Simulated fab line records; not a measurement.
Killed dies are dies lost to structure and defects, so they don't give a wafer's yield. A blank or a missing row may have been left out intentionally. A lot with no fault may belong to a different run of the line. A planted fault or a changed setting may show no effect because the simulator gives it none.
One fault through the eyes of 2 desks || flow sky130 || each desk has only its own numbers; what lay behind them comes last

METROLOGY DESK
Lot by lot, what the gauges showed, no matter which tool ran the lot: averages of those sampled wafers that carry a number. A lot is out of limits, marked OUT, if its mean lies more than 4 standard deviations from the usual mean; the brackets give that distance.
Columns: A = LOCAL_INTERCONNECT_TIN_RS at SKY_LOCAL_INTERCONNECT_RS_MEAS_01, usual 14.11 ohm/sq; B = LOCAL_INTERCONNECT_TIN_THK at SKY_LOCAL_INTERCONNECT_THK_MEAS_02, usual 98.1 nm; C = CONTACT_CVD_00_THK at SKY_CONTACT_THK_MEAS_01, usual 75.2 nm
{"lot": "L963", "first seen here": "day 29 01:28", "A": 13.94, "B": 99.0, "C": 74.9}
{"lot": "L964", "first seen here": "day 29 23:04", "A": 14.03, "B": 98.4, "C": 73.9}
{"lot": "L965", "first seen here": "day 30 02:52", "A": 14.04, "B": 98.2, "C": 74.9}
{"lot": "L966", "first seen here": "day 30 06:38", "A": 14.14, "B": 97.5, "C": 75.3}
{"lot": "L968", "first seen here": "day 30 21:32", "A": 14.26, "B": 96.9, "C": 75.3}
{"lot": "L967", "first seen here": "day 31 07:44", "A": 14.08, "B": 98.2, "C": 75.6}
{"lot": "L969", "first seen here": "day 31 22:24", "A": 14.10, "B": 98.0, "C": 77.2}
{"lot": "L971", "first seen here": "day 32 16:23", "A": 13.89, "B": 100.0, "C": 74.9}
{"lot": "L972", "first seen here": "day 32 20:52", "A": 14.11, "B": 97.7, "C": 76.8}
{"lot": "L973", "first seen here": "day 33 12:25", "A": "13.38 (-5.6) OUT", "B": "103.0 (+5.6) OUT", "C": 75.5}
{"lot": "L974", "first seen here": "day 33 14:08", "A": 14.14, "B": 97.9, "C": 76.3}
{"lot": "L977", "first seen here": "day 34 04:52", "A": 14.09, "B": 98.0, "C": 74.5}
{"lot": "L986", "first seen here": "day 37 00:16", "A": 14.29, "B": 97.1, "C": 75.7}
Per this desk, out of limits: L973; the first was L973, day 33 12:25 (LOCAL_INTERCONNECT_TIN_RS at SKY_LOCAL_INTERCONNECT_RS_MEAS_01). In limits: L963, L964, L965, L966, L968, L967, L969, L971, L972, L974, L977, L986.

THE TOOL OWNER'S DESK: pvdSputter-02
At SKY_LOCAL_INTERCONNECT_SPUTTER_00 (material TiN, target thk 100 nm, time 83.3 s) the tool's own readings: per lot run on this tool, the mean of the sampled wafers that have a number. A lot is out of limits, marked OUT, if its mean lies more than 4 standard deviations from the usual mean; the brackets give that distance.
Columns: A = cathodeDcPowerW at SKY_LOCAL_INTERCONNECT_SPUTTER_00, usual 6499.8 W; B = throttleValvePct at SKY_LOCAL_INTERCONNECT_SPUTTER_00, usual 29.8 %
{"lot": "L964", "first seen here": "day 29 23:01", "A": 6497.8, "B": 30.3}
{"lot": "L965", "first seen here": "day 30 02:49", "A": 6499.7, "B": 30.5}
{"lot": "L969", "first seen here": "day 31 22:19", "A": 6500.0, "B": 30.5}
{"lot": "L971", "first seen here": "day 32 16:20", "A": 6500.6, "B": 29.7}
{"lot": "L973", "first seen here": "day 33 12:19", "A": "6866.1 (+99 or more) OUT", "B": 30.0}
This desk's verdict: out of limits on L973, starting with L973 at day 33 12:19 (cathodeDcPowerW at SKY_LOCAL_INTERCONNECT_SPUTTER_00). In limits: L964, L965, L969, L971.

BROUGHT TOGETHER
An alarm could have come from the tool owner's desk at day 33 12:19, on L973.
Metrology desk: alarm possible at day 33 12:25 on L973.
Of the lots named, all ran SKY_LOCAL_INTERCONNECT_SPUTTER_00 on pvdSputter-02.

WHAT HAD BEEN PUT IN BY THE SIMULATOR
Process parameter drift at SKY_LOCAL_INTERCONNECT_SPUTTER_00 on pvdSputter-02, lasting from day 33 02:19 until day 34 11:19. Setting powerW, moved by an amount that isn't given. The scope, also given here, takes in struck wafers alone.
Struck lots among those shown: L973.
Time in hours from fault onset to the first out-of-limits reading at each desk: tool owner's desk 10, metrology desk 10.
